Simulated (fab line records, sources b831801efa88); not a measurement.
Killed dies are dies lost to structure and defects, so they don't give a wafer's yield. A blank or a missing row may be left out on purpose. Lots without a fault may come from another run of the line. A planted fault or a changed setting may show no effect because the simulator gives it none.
fab line records | flow gf180mcu
record lots=5 wafers=23
route steps=602 shown V1@356 M2@364 V2@403 M4@459 MIM@512 TOP_METAL@569
start_h: hours from the record's first day to the start of the lot's first wafer shown | wait_h: hours since the lot's step before | " the same as in the row above | L1.1+2: a row that stands for several wafers | - no value, or no start given | * or withheld: withheld | < > ~ a bound
route shown NAME@n: a module of which the file shows steps, and the number in the route of the first | usual: mean/standard deviation of fault-free wafers | same: alike in all rows | chamber/n: place in a boat | sites: the reading at each site | _std_site: their standard deviation | _edge_site: outer sites' mean less inner sites' | radius_mm: how far each site lies from the wafer's centre | mask NAME#n: copy n | behind: the tool/chamber that last shaped the wafer | hold: why the lot was held/for how many hours/how that ended | device: the transistor (n, p or np) that didn't switch | end of line: the same wafers' tests at the end of the route | a step without rows: its recipe alone | killed: dies lost to structure and defects at the first sort, not the wafer's yield | map: a wafer's dies, x killed, . not, _ none there
set.NAME: the setting as run; set.NAME@STEP: as run at that earlier step | model.NAME: the simulator's own value behind a step, which no gauge read
lots whose settings were changed on purpose; a table a step, a row a wafer
## steps
# step GF_V1_SPUTTER_21
# recipe material=Ti target_thk_nm=15 chamber_pressure_pa=5 power_w=2500 substrate_temp_c=200 time_s=80.02
# columns lot.wafer tool chamber start_h wait_h set.power_w model.Ti_of_V1_SPUTTER_21.thk_nm
L076.1 pvd_sputter-03 - 437.24 0.0 2500 14.76
L076.2 " - " " 2500 15.16
L076.3 " - " " 2500 14.8
L076.4 " - " " 2500 14.82
L076.5 " - " " 2500 14.97
L079.2 pvd_sputter-02 - 464.79 0.0 2500 14.78
L079.3 " - " " 2500 15.09
L079.6 " - " " 2500 14.7
L083.2 pvd_sputter-02 - 504.89 0.0 2500 14.88
L083.3 " - " " 2500 14.77
L083.4 " - " " 2500 15.04
L083.5 " - " " 2500 15.2
L083.6 " - " " 2500 14.76
L084.1 pvd_sputter-04 - 505.18 0.0 2500 15.03
L084.2 " - " " 2239 13.45
L084.3 " - " " 2500 15.12
L084.5 " - " " 2500 15.17
L084.6 " - " " 2239 13.54
L085.1 pvd_sputter-04 - 515.95 0.0 2278 13.71
L085.2 " - " " 2500 15.06
L085.3 " - " " 2500 15.03
L085.4 " - " " 2278 13.73
L085.5 " - " " 2278 13.57
# step GF_M2_SPUTTER_02
# recipe material=AlCu target_thk_nm=450 power_w=10600 time_s=23.9 chamber_pressure_pa=0.4
# columns lot.wafer tool chamber start_h wait_h set.chamber_pressure_pa model.AlCu_of_M2_SPUTTER_02.thk_nm
L076.1 pvd_sputter-04 - 438.07 0.0 0.441 435.7
L076.2 " - " " 0.441 441.3
L076.3 " - " " 0.441 436.8
L076.4 " - " " 0.441 441.4
L076.5 " - " " 0.441 437.2
L079.2 pvd_sputter-04 - 465.61 0.0 0.4 450.5
L079.3 " - " " 0.4 451.5
L079.6 " - " " 0.4 454.3
L083.2 pvd_sputter-03 - 505.71 0.0 0.4 444.3
L083.3 " - " " 0.4 446.6
L083.4 " - " " 0.4 447.7
L083.5 " - " " 0.4 447.5
L083.6 " - " " 0.4 448.4
L084.1 pvd_sputter-01 - 506.01 0.0 0.4507 437.7
L084.2 " - " " 0.4507 439.1
L084.3 " - " " 0.4507 441.6
L084.5 " - " " 0.4507 441.7
L084.6 " - " " 0.4507 439.5
L085.1 pvd_sputter-01 - 516.77 0.0 0.3555 453.3
L085.2 " - " " 0.3555 456.2
L085.3 " - " " 0.3555 457.2
L085.4 " - " " 0.3555 453.2
L085.5 " - " " 0.3555 451.6
# step GF_M2_SPUTTER_03
# recipe material=Ti target_thk_nm=10 substrate_temp_c=300 chamber_pressure_pa=0.3 power_w=3000 time_s=6.7
# step GF_M2_SPUTTER_04
# recipe material=TiN target_thk_nm=50 power_w=6500 time_s=41.7 chamber_pressure_pa=0.4
# step GF_M2_RS_MEAS_05
# recipe thk_meas_gauge=four-point-probe reads=TiN_of_M2_SPUTTER_04+Ti_of_M2_SPUTTER_03+AlCu_of_M2_SPUTTER_02+TiN_of_M2_SPUTTER_01+Ti_of_M2_SPUTTER_00
# usual M2_ALCU_RS=0.0696/0.00059
# columns lot.wafer tool chamber start_h wait_h set.chamber_pressure_pa@M2_SPUTTER_02 M2_ALCU_RS[ohm/sq]
L076.1 film_metro-02 - 438.16 0.0 0.441 0.0721
L076.2 " - " " 0.441 0.0715
L076.3 " - " " 0.441 0.0723
L076.4 " - " " 0.441 0.0715
L076.5 " - " " 0.441 0.0722
L079.2 film_metro-03 - 465.72 0.0 0.4 0.0695
L079.3 " - " " 0.4 0.0693
L079.6 " - " " 0.4 0.0689
L083.2 film_metro-03 - 505.82 0.0 0.4 0.0704
L083.3 " - " " 0.4 0.0700
L083.4 " - " " 0.4 0.0699
L083.5 " - " " 0.4 0.0699
L083.6 " - " " 0.4 0.0698
L084.1 film_metro-02 - 506.10 0.0 0.4507 0.0722
L084.2 " - " " 0.4507 0.0718
L084.3 " - " " 0.4507 0.0714
L084.5 " - " " 0.4507 0.0714
L084.6 " - " " 0.4507 0.0719
L085.1 film_metro-02 - 516.86 0.0 0.3555 0.0684
L085.2 " - " " 0.3555 0.0681
L085.3 " - " " 0.3555 0.0679
L085.4 " - " " 0.3555 0.0684
L085.5 " - " " 0.3555 0.0688
# step GF_V2_SPUTTER_21
# recipe material=Ti target_thk_nm=15 chamber_pressure_pa=5 power_w=2500 substrate_temp_c=200 time_s=80.02
# columns lot.wafer tool chamber start_h wait_h set.chamber_pressure_pa model.Ti_of_V2_SPUTTER_21.thk_nm
L076.1 pvd_sputter-03 - 489.61 0.0 5.663 13.62
L076.2 " - " " 5.663 13.74
L076.3 " - " " 5.663 13.51
L076.4 " - " " 5.663 13.37
L076.5 " - " " 5.663 13.59
L079.2 pvd_sputter-03 - 515.49 0.0 5 15.06
L079.3 " - " " 5 15.15
L079.6 " - " " 5 14.94
L083.2 pvd_sputter-01 - 553.68 0.0 5 14.84
L083.3 " - " " 5 15.15
L083.4 " - " " 5 14.87
L083.5 " - " " 5 15.07
L083.6 " - " " 5 14.8
L084.1 pvd_sputter-03 - 554.86 0.0 5.519 13.32
L084.2 " - " " 5.519 13.51
L084.3 " - " " 5.519 13.53
L084.5 " - " " 5.519 13.52
L084.6 " - " " 5.519 13.46
L085.1 pvd_sputter-01 - 564.36 0.0 5.253 14.63
L085.2 " - " " 5.253 14.38
L085.3 " - " " 5.253 14.33
L085.4 " - " " 5.253 14.44
L085.5 " - " " 5.253 14.46
# step GF_M4_SPUTTER_03
# recipe material=Ti target_thk_nm=10 substrate_temp_c=300 chamber_pressure_pa=0.3 power_w=3000 time_s=6.7
# columns lot.wafer tool chamber start_h wait_h set.power_w model.Ti_of_M4_SPUTTER_03.thk_nm
L076.1 pvd_sputter-01 - 540.25 0.0 3000 9.811
L076.2 " - " " 3295 10.95
L076.3 " - " " 3295 11.18
L076.4 " - " " 3000 10.23
L076.5 " - " " 3000 9.984
L079.2 pvd_sputter-04 - 564.86 0.0 3000 10.06
L079.3 " - " " 3000 9.882
L079.6 " - " " 3000 9.937
L083.2 pvd_sputter-04 - 599.16 0.0 2793 9.282
L083.3+4 " - " " 3000 10.06
L083.5 " - " " 2793 9.298
L083.6 " - " " 2793 9.398
L084.1 pvd_sputter-03 - 601.70 0.0 3000 10.1
L084.2 " - " " 3000 10.43
L084.3 " - " " 3000 10.15
L084.5 " - " " 3000 10.17
L084.6 " - " " 3000 10.13
L085.1 pvd_sputter-03 - 610.90 0.0 2898 9.564
L085.2 " - " " 3000 10.11
L085.3 " - " " 3000 9.863
L085.4 " - " " 2898 9.692
L085.5 " - " " 3000 9.97
# step GF_MIM_SPUTTER_09
# recipe material=TiN target_thk_nm=35 power_w=6500 time_s=29.2 chamber_pressure_pa=0.4
# columns lot.wafer tool chamber start_h wait_h set.power_w model.TiN_of_MIM_SPUTTER_09.thk_nm
L076.1 pvd_sputter-04 - 587.18 0.0 6500 35.19
L076.2 " - " " 6500 35.01
L076.3 " - " " 6500 34.35
L076.4 " - " " 5841 31.39
L076.5 " - " " 5841 31.24
L079.2 pvd_sputter-01 - 610.30 0.0 6500 35.71
L079.3 " - " " 6500 35.36
L079.6 " - " " 6500 36.05
L083.2 pvd_sputter-02 - 643.14 0.0 6500 35.13
L083.3 " - " " 6500 34.73
L083.4 " - " " 6500 35.06
L083.5 " - " " 6500 35.03
L083.6 " - " " 6500 35.24
L084.1 pvd_sputter-01 - 644.98 0.0 6185 33.03
L084.2 " - " " 6185 34.01
L084.3 " - " " 6185 33.53
L084.5 " - " " 6500 34.99
L084.6 " - " " 6500 34.7
L085.1 pvd_sputter-01 - 653.62 0.0 6500 34.74
L085.2 " - " " 6500 35.48
L085.3 " - " " 5871 31.14
L085.4 " - " " 5871 31.21
L085.5 " - " " 5871 31.31
# step GF_TOP_METAL_SPUTTER_02
# recipe material=AlCu target_thk_nm=900 power_w=10600 chamber_pressure_pa=0.3 substrate_temp_c=250 gas=Ar time_s=47.82
# columns lot.wafer tool chamber start_h wait_h set.time_s model.AlCu_of_TOP_METAL_SPUTTER_02.thk_nm
L076.1 pvd_sputter-04 - 650.28 0.0 47.82 923.8
L076.2 " - " " 51.05 974.8
L076.3 " - " " 47.82 920.6
L076.4 " - " " 51.05 975.2
L076.5 " - " " 47.82 913.2
L079.2 pvd_sputter-04 - 672.06 0.0 47.82 899.2
L079.3 " - " " 47.82 892.4
L079.6 " - " " 47.82 903.5
L083.2 pvd_sputter-01 - 702.61 0.0 51.74 996
L083.3 " - " " 51.74 983.8
L083.4 " - " " 47.82 900.1
L083.5 " - " " 47.82 902.1
L083.6 " - " " 51.74 988.6
L084.1 pvd_sputter-04 - 705.38 0.0 47.82 907.9
L084.2 " - " " 47.82 912.5
L084.3 " - " " 47.82 920.9
L084.5 " - " " 47.82 922
L084.6 " - " " 47.82 904.1
L085.1 pvd_sputter-03 - 714.08 0.0 50.31 929.5
L085.2 " - " " 50.31 929.4
L085.3 " - " " 50.31 940
L085.4 " - " " 47.82 881.4
L085.5 " - " " 47.82 883.5
# step GF_TOP_METAL_SPUTTER_03
# recipe material=Ti target_thk_nm=5 substrate_temp_c=300 chamber_pressure_pa=0.3 power_w=3000 time_s=3.3
# columns lot.wafer tool chamber start_h wait_h set.power_w model.Ti_of_TOP_METAL_SPUTTER_03.thk_nm
L076.1 pvd_sputter-04 - 650.32 0.0 3000 4.962
L076.2 " - " " 2701 4.543
L076.3 " - " " 2701 4.632
L076.4 " - " " 3000 4.993
L076.5 " - " " 2701 4.539
L079.2 pvd_sputter-04 - 672.10 0.0 3000 5.037
L079.3 " - " " 3000 5.189
L079.6 " - " " 3000 5.076
L083.2 pvd_sputter-01 - 702.66 0.0 2859 4.895
L083.3 " - " " 2859 4.853
L083.4 " - " " 3000 5.1
L083.5 " - " " 2859 4.758
L083.6 " - " " 3000 5.049
L084.1 pvd_sputter-04 - 705.42 0.0 3000 5.002
L084.2 " - " " 3000 4.959
L084.3 " - " " 2659 4.347
L084.5 " - " " 2659 4.415
L084.6 " - " " 2659 4.439
L085.1 pvd_sputter-03 - 714.12 0.0 3000 5.132
L085.2 " - " " 3219 5.443
L085.3 " - " " 3000 5
L085.4 " - " " 3219 5.284
L085.5 " - " " 3219 5.233
# step GF_TOP_METAL_SPUTTER_04
# recipe material=TiN target_thk_nm=25 power_w=6500 time_s=20.8 chamber_pressure_pa=0.4
# step GF_TOP_METAL_RS_MEAS_05
# recipe thk_meas_gauge=four-point-probe reads=TiN_of_TOP_METAL_SPUTTER_04+Ti_of_TOP_METAL_SPUTTER_03+AlCu_of_TOP_METAL_SPUTTER_02+TiN_of_TOP_METAL_SPUTTER_01+Ti_of_TOP_METAL_SPUTTER_00
# usual TOP_METAL_ALCU_RS=0.0325/0.00042
# columns lot.wafer tool chamber start_h wait_h set.time_s@TOP_METAL_SPUTTER_02 TOP_METAL_ALCU_RS[ohm/sq]
L076.1 film_metro-04 - 650.37 0.0 47.82 0.0318
L076.2 " - " " 51.05 0.0302
L076.3 " - " " 47.82 0.0320
L076.4 " - " " 51.05 0.0302
L076.5 " - " " 47.82 0.0322
L079.2 film_metro-02 - 672.17 0.0 47.82 0.0328
L079.3 " - " " 47.82 0.0331
L079.6 " - " " 47.82 0.0326
L083.2 film_metro-02 - 702.72 0.0 51.74 0.0296
L083.3 " - " " 51.74 0.0299
L083.4 " - " " 47.82 0.0327
L083.5 " - " " 47.82 0.0327
L083.6 " - " " 51.74 0.0298
L084.1 film_metro-04 - 705.47 0.0 47.82 0.0324
L084.2 " - " " 47.82 0.0322
L084.3 " - " " 47.82 0.0320
L084.5 " - " " 47.82 0.0319
L084.6 " - " " 47.82 0.0326
L085.1 film_metro-03 - 714.17 0.0 50.31 0.0317
L085.2 " - " " 50.31 0.0317
L085.3 " - " " 50.31 0.0313
L085.4 " - " " 47.82 0.0334
L085.5 " - " " 47.82 0.0333
# step GF_TOP_METAL_THK_MEAS_06
# recipe thk_meas_gauge=xrf reads=AlCu_of_TOP_METAL_SPUTTER_02
# usual TOP_METAL_ALCU_THK=909/11
# columns lot.wafer tool chamber start_h wait_h set.time_s@TOP_METAL_SPUTTER_02 TOP_METAL_ALCU_THK[nm]
L076.1 film_metro-04 - 650.49 0.1 47.82 928
L076.2 " - " " 51.05 978
L076.3 " - " " 47.82 923
L076.4 " - " " 51.05 976
L076.5 " - " " 47.82 911
L079.2 film_metro-02 - 672.28 0.1 47.82 905
L079.3 " - " " 47.82 900
L079.6 " - " " 47.82 910
L083.2 film_metro-02 - 702.83 0.1 51.74 1009
L083.3 " - " " 51.74 997
L083.4 " - " " 47.82 914
L083.5 " - " " 47.82 913
L083.6 " - " " 51.74 1004
L084.1 film_metro-04 - 705.59 0.1 47.82 908
L084.2 " - " " 47.82 909
L084.3 " - " " 47.82 921
L084.5 " - " " 47.82 925
L084.6 " - " " 47.82 900
L085.1 film_metro-03 - 714.29 0.1 50.31 934
L085.2 " - " " 50.31 935
L085.3 " - " " 50.31 951
L085.4 " - " " 47.82 888
L085.5 " - " " 47.82 888
# step GF_TOP_METAL_EXPOSE_11
# recipe mask_id=MetalTop target_cd_nm=440 na=0.6 source_shape=conventional sigma_outer=0.6 dose_mj=170
# columns lot.wafer tool chamber start_h wait_h mask set.dose_mj
L076.1+4+5 iline_stepper-01 0 - - MetalTop#0 170
L076.2+3 " 0 " " MetalTop#0 164.2
L079.2+3+6 iline_stepper-02 0 - - MetalTop#0 170
L083.2+6 iline_stepper-01 0 - - MetalTop#0 170
L083.3+4+5 " 0 " " MetalTop#0 174.7
L084.1+5+6 iline_stepper-01 0 - - MetalTop#0 170
L084.2+3 " 0 " " MetalTop#0 158.1
L085.1+4+5 iline_stepper-02 0 - - MetalTop#0 170
L085.2+3 " 0 " " MetalTop#0 179.4
# step GF_TOP_METAL_PEB_12
# recipe temp_c=withheld time_s=* resist=NOVOLAK
# step GF_TOP_METAL_DEVELOP_13
# recipe develop_time_s=60 dev_temp_c=23
# step GF_TOP_METAL_CD_MEAS_14
# recipe target_cd_nm=440
# usual cd_nm=440.2/2.2
# columns lot.wafer tool chamber start_h wait_h set.dose_mj@TOP_METAL_EXPOSE_11 cd_nm
L076.1 cd_sem-02 - 668.79 0.1 170 438.6
L076.2 " - " " 164.2 448.4
L076.3 " - " " 164.2 449.9
L076.4 " - " " 170 441.1
L076.5 " - " " 170 439.7
L079.2 cd_sem-02 - 690.91 0.1 170 437.9
L079.3 " - " " 170 438.1
L079.6 " - " " 170 438.3
L083.2 cd_sem-01 - 720.72 0.1 170 442.2
L083.3 " - " " 174.7 435.8
L083.4 " - " " 174.7 433.3
L083.5 " - " " 174.7 434.4
L083.6 " - " " 170 441.2
L084.1 cd_sem-02 - 723.28 0.1 170 437.4
L084.2 " - " " 158.1 456.8
L084.3 " - " " 158.1 455.2
L084.5 " - " " 170 437.8
L084.6 " - " " 170 437.2
L085.1 cd_sem-01 - 731.72 0.1 170 440.2
L085.2 " - " " 179.4 425.4
L085.3 " - " " 179.4 425.4
L085.4 " - " " 170 440.0
L085.5 " - " " 170 441.9
## key
split step=GF_V1_SPUTTER_21 setting=power_w stated=2500 by=wafer
response step=GF_V1_SPUTTER_21 reading=model.Ti_of_V1_SPUTTER_21.thk_nm change=+0.155 per=1% r=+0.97
split step=GF_M2_SPUTTER_02 setting=chamber_pressure_pa stated=0.4 by=lot
response step=GF_M2_SPUTTER_02 reading=model.AlCu_of_M2_SPUTTER_02.thk_nm change=-0.679 per=1% r=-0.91
response step=GF_M2_RS_MEAS_05 reading=M2_ALCU_RS change=+0.000157 per=1% r=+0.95
split step=GF_V2_SPUTTER_21 setting=chamber_pressure_pa stated=5 by=lot
response step=GF_V2_SPUTTER_21 reading=model.Ti_of_V2_SPUTTER_21.thk_nm change=-0.12 per=1% r=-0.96
split step=GF_M4_SPUTTER_03 setting=power_w stated=3000 by=wafer
response step=GF_M4_SPUTTER_03 reading=model.Ti_of_M4_SPUTTER_03.thk_nm change=+0.107 per=1% r=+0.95
split step=GF_MIM_SPUTTER_09 setting=power_w stated=6500 by=wafer
response step=GF_MIM_SPUTTER_09 reading=model.TiN_of_MIM_SPUTTER_09.thk_nm change=+0.363 per=1% r=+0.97
split step=GF_TOP_METAL_SPUTTER_02 setting=time_s stated=47.82 by=wafer
response step=GF_TOP_METAL_SPUTTER_02 reading=model.AlCu_of_TOP_METAL_SPUTTER_02.thk_nm change=+9.75 per=1% r=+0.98
response step=GF_TOP_METAL_RS_MEAS_05 reading=TOP_METAL_ALCU_RS change=-0.000327 per=1% r=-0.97
response step=GF_TOP_METAL_THK_MEAS_06 reading=TOP_METAL_ALCU_THK change=+9.9 per=1% r=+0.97
split step=GF_TOP_METAL_SPUTTER_03 setting=power_w stated=3000 by=wafer
response step=GF_TOP_METAL_SPUTTER_03 reading=model.Ti_of_TOP_METAL_SPUTTER_03.thk_nm change=+0.0448 per=1% r=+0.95
split step=GF_TOP_METAL_EXPOSE_11 setting=dose_mj stated=170 by=wafer
response step=GF_TOP_METAL_CD_MEAS_14 reading=cd_nm change=-2.7 per=1% r=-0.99
